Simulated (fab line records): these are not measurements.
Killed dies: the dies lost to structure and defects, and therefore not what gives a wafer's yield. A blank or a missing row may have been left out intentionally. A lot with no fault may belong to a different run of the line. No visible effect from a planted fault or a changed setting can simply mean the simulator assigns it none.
Comparing a struck lot with a sound one | flow gf180mcu | 28 out of 602 route steps
Sound: wafers L829.2, L829.4, L829.6. Struck: wafers L835.4, L835.5, L835.6. At the end, the cause is stated.
Per side, at each step with rows, come the tool, then ch with its chambers, and then its first start. Under that, the readings that differ: sound wafers | struck wafers | difference of the means | sigmas: that difference in standard deviations of wafers without a fault.
alike: readings with means less than 2 such deviations apart, plus words and numbers identical on both sides. not compared: withheld readings, readings lacking a value on some wafer, bounds such as >300 that could conceal the same value, and numbers that have no deviation in the record and whose values overlap.
Wherever a step has rows on one side only, a row that says differs or no value, or a row with sigmas, the two part there. When numbers do not overlap yet have no deviation, they are printed without sigmas and do not part them. A reading missing from all wafers of one side parts the sides only when that side holds two or more wafers.

GF_POLY_GATE_THK_MEAS_17:
  sound on film metro-03, day 10 18:57; struck on film metro-03, day 12 13:13
  alike: POLY_GATE_OXIDATION_THK
GF_POLY_GATE_CD_MEAS_18:
  sound on cd sem-01, day 10 19:01; struck on cd sem-01, day 12 13:20
  alike: cd nm
then, 7 steps without rows for these wafers: GF_HV_LDD_DEHYDRATE_00 (time 60 s); GF_HV_LDD_HMDS_01 (prime time 60 s); GF_HV_LDD_COAT_02 (resist thk 1000 nm); GF_HV_LDD_SOFTBAKE_03 (time 60 s); GF_HV_LDD_EXPOSE_04 (exposes mask Nplus LV AREA, target cd 400 nm); GF_HV_LDD_PEB_05; GF_HV_LDD_DEVELOP_06 (develop time 60 s).
GF_HV_LDD_CD_MEAS_07: target cd 400 nm.
  sound on cd sem-01, day 11 13:38; struck on cd sem-02, day 13 08:13
  alike: cd nm
GF_HV_LDD_OVL_MEAS_08:
  sound on overlay-01, day 11 13:44; struck on overlay-02, day 13 08:18
  alike: HV_LDD_OVL
after that, 1 step had no rows for these wafers: GF_HV_LDD_IMPLANT_09.
GF_HV_LDD_STRIP_10: strips in O2/N2.
  sound on plasma asher-03 ch 0, day 11 13:55; struck on plasma asher-03 ch 0,1, day 13 08:30
  reading                                     | sound             | struck            | difference                    | sigmas
  oes product au (a.u.)                       | 0.710 0.716 0.723 | 0.958 0.956 0.962 | +0.242                        | +49
  strip time to endpoint s (s)                | 12.60 12.62 12.60 | - - -             | no value on the struck wafers |
  model.NOVOLAK_of_HV_LDD_COAT_02.thk nm (nm) | 0 0 0             | 35.21 35.15 35.16 | +35.17                        |
  alike: drypump motor current A, heater power w
  not compared: rf hours counter h
GF_HV_LDD_TW_MEAS_11:
  sound on film metro-04, day 11 14:02; struck on film metro-02, day 13 08:36
  alike: HV_LDD_TW
then, 7 steps without rows for these wafers: GF_HV_LDD_DEHYDRATE_12 (time 60 s); GF_HV_LDD_HMDS_13 (prime time 60 s); GF_HV_LDD_COAT_14 (resist thk 1000 nm); GF_HV_LDD_SOFTBAKE_15 (time 60 s); GF_HV_LDD_EXPOSE_16 (exposes mask Pplus LV AREA, target cd 400 nm); GF_HV_LDD_PEB_17; GF_HV_LDD_DEVELOP_18 (develop time 60 s).
GF_HV_LDD_CD_MEAS_19: target cd 400 nm.
  sound on cd sem-02, day 12 09:26; struck on cd sem-02, day 14 04:31
  alike: cd nm
GF_HV_LDD_OVL_MEAS_20:
  sound on overlay-02, day 12 09:32; struck on overlay-02, day 14 04:36
  alike: HV_LDD_01_OVL
after that, 1 step had no rows for these wafers: GF_HV_LDD_IMPLANT_21.
GF_HV_LDD_STRIP_22: strips in O2/N2.
  sound on plasma asher-04 ch 0, day 12 09:43; struck on plasma asher-04 ch 0,1, day 14 04:48
  reading                      | sound             | struck            | difference | sigmas
  strip time to endpoint s (s) | 12.61 12.62 12.59 | 13.11 13.11 13.11 | +0.50      | +16
  alike: drypump motor current A, heater power w, oes product au
  not compared: rf hours counter h
GF_HV_LDD_TW_MEAS_23:
  sound on film metro-01, day 12 09:50; struck on film metro-04, day 14 04:54
  reading     | sound          | struck      | difference | sigmas
  HV_LDD_2_TW | 1082 1082 1081 | 791 792 793 | -290       | -18
then, 1 step without rows for these wafers: GF_HV_LDD_DEHYDRATE_24 (time 60 s).
-- record jumps: 18 days separate the struck wafers' starts on either side; left off in module HV_LDD, taken up again in module PASSIVATION, whose first shown step is the route's number 602 --
GF_PASSIVATION_PROBE_99:
  the record has rows for the struck wafers here (prober-01, day 32 05:19) and none for the sound ones

## WHERE THEY PART
Last at GF_PASSIVATION_PROBE_99 as far as this record goes, first at GF_HV_LDD_STRIP_10.

WHY: what had been put in by the simulator
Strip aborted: plasma asher-03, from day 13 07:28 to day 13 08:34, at GF_HV_LDD_STRIP_10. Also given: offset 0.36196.
